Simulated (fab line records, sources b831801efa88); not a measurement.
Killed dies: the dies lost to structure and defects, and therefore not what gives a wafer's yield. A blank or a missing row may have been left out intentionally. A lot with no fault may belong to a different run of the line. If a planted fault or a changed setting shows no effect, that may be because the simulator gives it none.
Problem report in the 8D (eight disciplines) form, filled by code + flow sfq-line + the parts of the form that need people (team, actions taken, sign-off) are left out

1. PROBLEM STATEMENT
Wafers free of any fault read 0.880 ohm/sq (standard deviation 0.0096) for M0_NB_RS at SFQ_M0_RS_MEAS_904, against a mean of 0.603 ohm/sq on 2 wafers of 2 lots. That is -29 standard deviations from the usual mean.
The step: measures by four-point-probe.
Earliest sighting: wafer L781.1 on film-metro-01 at day 11 02:17. At this step, 42 wafers from 14 lots have a number in the record. By rule, "out" or "out of limits" means more than 4 standard deviations away from the usual mean. All remaining wafers that have a number are taken as sound.

2. WHAT IT IS, WHAT IT ISN'T
| question                    | is                | is not                                                                                                               |
|-----------------------------|-------------------|----------------------------------------------------------------------------------------------------------------------|
| which readings at this step | M0_NB_RS          | -                                                                                                                    |
| which lots                  | L781, L782        | L771, L772, L775, L776, L784, L786, L787, L788, L789, L790, L793, L794                                               |
| which wafers of those lots  | L781.1, L782.4    | L781.5, L781.6, L782.3, L782.6                                                                                       |
| read on which gauges        | film-metro-01     | film-metro-03, film-metro-04                                                                                         |
| when                        | from day 11 02:17 | up to then (14 sound wafers); but 26 sound wafers of L782, L784, L786, L787, L788, L789, L790, L793, L794 came after |

3. WHAT RULES OUT EACH SUSPECT
Counting: a tool at a process step up to the reading stays a suspect if it ran every lot that is out. Sound lots after the first of them don't rule it out here, since some wafers of a struck lot are sound.
- ruled out: the gauge at SFQ_M0_RS_MEAS_904. All the wafers that are out were read on film-metro-01, but those of them that SFQ_TRILAYER_M0_ETCH_METAL_ETCH_024 has rows for are out there too, on other tools.
- pvd-sputter-06 at SFQ_TRILAYER_M0_DEP_SPUTTER_019 (material Nb, target thk 200 nm, time 133.3 s): kept. Every lot that is out went through it, the first being L781 (day 11 02:12); the last sound lot it ran before that was L776 (day 9 11:53).
Left after counting: pvd-sputter-06 at SFQ_TRILAYER_M0_DEP_SPUTTER_019.

4. THE CAUSE (what the simulator had put in)
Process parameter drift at SFQ_TRILAYER_M0_DEP_SPUTTER_019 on pvd-sputter-06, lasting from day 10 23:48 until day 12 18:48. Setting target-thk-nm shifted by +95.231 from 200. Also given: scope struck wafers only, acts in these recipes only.
The count eliminated every tool but this one.

5. THE CHAIN OF EFFECTS, in route order
Rows list readings where the struck wafers' mean (over those with a number) sits beyond 3 standard deviations from the usual. Scope: only readings with a usual standard deviation given in the record; hours: median across lots of the time from each lot's start at the first step in this table that gives one to its start at this step; sigmas: change in usual standard deviations.
| hours | step                                | reading        | usual        | on struck wafers | change | sigmas |
|-------|-------------------------------------|----------------|--------------|------------------|--------|--------|
| 0     | SFQ_M0_RS_MEAS_904                  | M0_NB_RS       | 0.880 ohm/sq | 0.603            | -0.277 | -29    |
| 115   | SFQ_TRILAYER_M0_ETCH_METAL_ETCH_024 | oes-product-au | 0.900 a.u.   | 1.001            | +0.101 | +14    |
The process steps in it:
- SFQ_TRILAYER_M0_ETCH_METAL_ETCH_024: etches Nb in Cl2/Ar, stops on SiO2, target depth 240 nm, time 120 s.
Later measuring or inspecting steps at which every struck wafer that the step has a row for has a number for every such reading, and none has moved that far: SFQ_M0_OVL_MEAS_906, SFQ_JJ_OVL_MEAS_931.

6. WHAT WOULD HAVE CAUGHT IT SOONER
Counted from the fault's start at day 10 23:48, it took 2 hours until the first out-of-limits reading at a measuring or inspecting step in this record, taken at day 11 02:17.
No tool reading at SFQ_TRILAYER_M0_DEP_SPUTTER_019 that has a usual standard deviation in the record was out on any struck wafer, so an alarm limit of 4 standard deviations on those readings would not have fired.
Of the lots that are out (2), L782 began SFQ_TRILAYER_M0_DEP_SPUTTER_019 on pvd-sputter-06 after day 11 02:17. Holding the tool at that time would have saved it.
